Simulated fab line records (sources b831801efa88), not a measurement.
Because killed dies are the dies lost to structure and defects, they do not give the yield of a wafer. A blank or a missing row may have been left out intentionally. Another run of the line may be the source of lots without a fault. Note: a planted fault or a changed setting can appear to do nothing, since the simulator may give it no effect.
Tool commonality check / flow gf180mcu / Lots sampled 13, wafers sampled 39

== WHAT PROMPTED THE OPENING ==
GF_MVSD_TW_MEAS_11, reading MVSD_TW: flagged on 2 of 13 lots. Wafers without a fault read 1593, standard deviation 9.
Rule: flag the lot when none of its wafers has a number, or when each of its wafers that has one lies beyond 4 standard deviations from that mean. The rest of the lots are taken to be sound.

lot=L489; measured=day 4 09:10; on=film metro-03; MVSD_TW, wafer by wafer=1599 1581 1585; flag=
lot=L490; measured=day 4 16:58; on=film metro-02; MVSD_TW, wafer by wafer=1574 1586 1586; flag=
lot=L491; measured=day 4 22:10; on=film metro-02; MVSD_TW, wafer by wafer=1573 1583 1578; flag=
lot=L492; measured=day 5 04:20; on=film metro-02; MVSD_TW, wafer by wafer=1655 1652 1661; flag=FLAGGED
lot=L501; measured=day 7 09:09; on=film metro-03; MVSD_TW, wafer by wafer=1585 1593 1590; flag=
lot=L502; measured=day 7 15:46; on=film metro-02; MVSD_TW, wafer by wafer=1644 1653 1648; flag=FLAGGED
lot=L503; measured=day 7 18:01; on=film metro-01; MVSD_TW, wafer by wafer=1601 1594 1602; flag=
lot=L504; measured=day 8 02:52; on=film metro-03; MVSD_TW, wafer by wafer=1603 1598 1600; flag=
lot=L505; measured=day 8 07:12; on=film metro-02; MVSD_TW, wafer by wafer=1594 1593 1586; flag=
lot=L506; measured=day 8 12:55; on=film metro-01; MVSD_TW, wafer by wafer=1579 1588 1582; flag=
lot=L509; measured=day 9 06:40; on=film metro-03; MVSD_TW, wafer by wafer=1598 1603 1597; flag=
lot=L510; measured=day 9 12:48; on=film metro-01; MVSD_TW, wafer by wafer=1577 1586 1581; flag=
lot=L511; measured=day 9 18:52; on=film metro-01; MVSD_TW, wafer by wafer=1582 1587 1583; flag=
On average the flagged lots' numbers are 1652, which is +59 against the usual, or +7 standard deviations.

== LOT BY LOT: THE TOOL USED ==
The record holds 1 process step before the reading, out of a route of 602 steps. Cell contents, in order: the tool; ch with the chambers the sampled wafers went through; the start.
lot=L489; flag=; GF_MVSD_IMPLANT_09=implanter-02 ch 0, day 4 08:56
lot=L490; flag=; GF_MVSD_IMPLANT_09=implanter-02 ch 0, day 4 16:43
lot=L491; flag=; GF_MVSD_IMPLANT_09=implanter-02 ch 0, day 4 21:55
lot=L492; flag=FLAGGED; GF_MVSD_IMPLANT_09=implanter-01 ch 0, day 5 03:47
lot=L501; flag=; GF_MVSD_IMPLANT_09=implanter-02 ch 0, day 7 08:54
lot=L502; flag=FLAGGED; GF_MVSD_IMPLANT_09=implanter-02 ch 0, day 7 15:06
lot=L503; flag=; GF_MVSD_IMPLANT_09=implanter-02 ch 0, day 7 17:46
lot=L504; flag=; GF_MVSD_IMPLANT_09=implanter-01 ch 0, day 8 02:38
lot=L505; flag=; GF_MVSD_IMPLANT_09=implanter-02 ch 0, day 8 06:57
lot=L506; flag=; GF_MVSD_IMPLANT_09=implanter-03 ch 0, day 8 12:41
lot=L509; flag=; GF_MVSD_IMPLANT_09=implanter-01 ch 0, day 9 06:26
lot=L510; flag=; GF_MVSD_IMPLANT_09=implanter-03 ch 0, day 9 12:33
lot=L511; flag=; GF_MVSD_IMPLANT_09=implanter-03 ch 0, day 9 18:38
What these steps do:
- GF_MVSD_IMPLANT_09
- GF_MVSD_TW_MEAS_11

== FLAGGED OVER TOTAL, TOOL BY TOOL (the gauges that took the reading come last) ==
step=GF_MVSD_IMPLANT_09; tool=implanter-01; lots run=3; flagged=1; share of the flagged lots=some; sound lots run after its first flagged lot=2 (L504,L509)
step=GF_MVSD_IMPLANT_09; tool=implanter-02; lots run=7; flagged=1; share of the flagged lots=some; sound lots run after its first flagged lot=2 (L503,L505)
step=GF_MVSD_IMPLANT_09; tool=implanter-03; lots run=3; flagged=0; share of the flagged lots=none; sound lots run after its first flagged lot=-
step=GF_MVSD_TW_MEAS_11; tool=film metro-01; lots run=4; flagged=0; share of the flagged lots=none; sound lots run after its first flagged lot=-
step=GF_MVSD_TW_MEAS_11; tool=film metro-02; lots run=5; flagged=2; share of the flagged lots=all; sound lots run after its first flagged lot=1 (L505)
step=GF_MVSD_TW_MEAS_11; tool=film metro-03; lots run=4; flagged=0; share of the flagged lots=none; sound lots run after its first flagged lot=-

== WHAT IS ALLOWED BY THE TABLE ==
Rows of the table that ran each flagged lot: 1, that is film metro-02 at GF_MVSD_TW_MEAS_11.
- film metro-02 at GF_MVSD_TW_MEAS_11 ran 5 lots, 2 of them flagged. Sound lots followed the first flagged one (L505) on it, something a lasting fault affecting the whole tool could not allow.
No row of the table ran every flagged lot and no sound lot after the first.

== WHAT HAD BEEN PUT IN BY THE SIMULATOR ==
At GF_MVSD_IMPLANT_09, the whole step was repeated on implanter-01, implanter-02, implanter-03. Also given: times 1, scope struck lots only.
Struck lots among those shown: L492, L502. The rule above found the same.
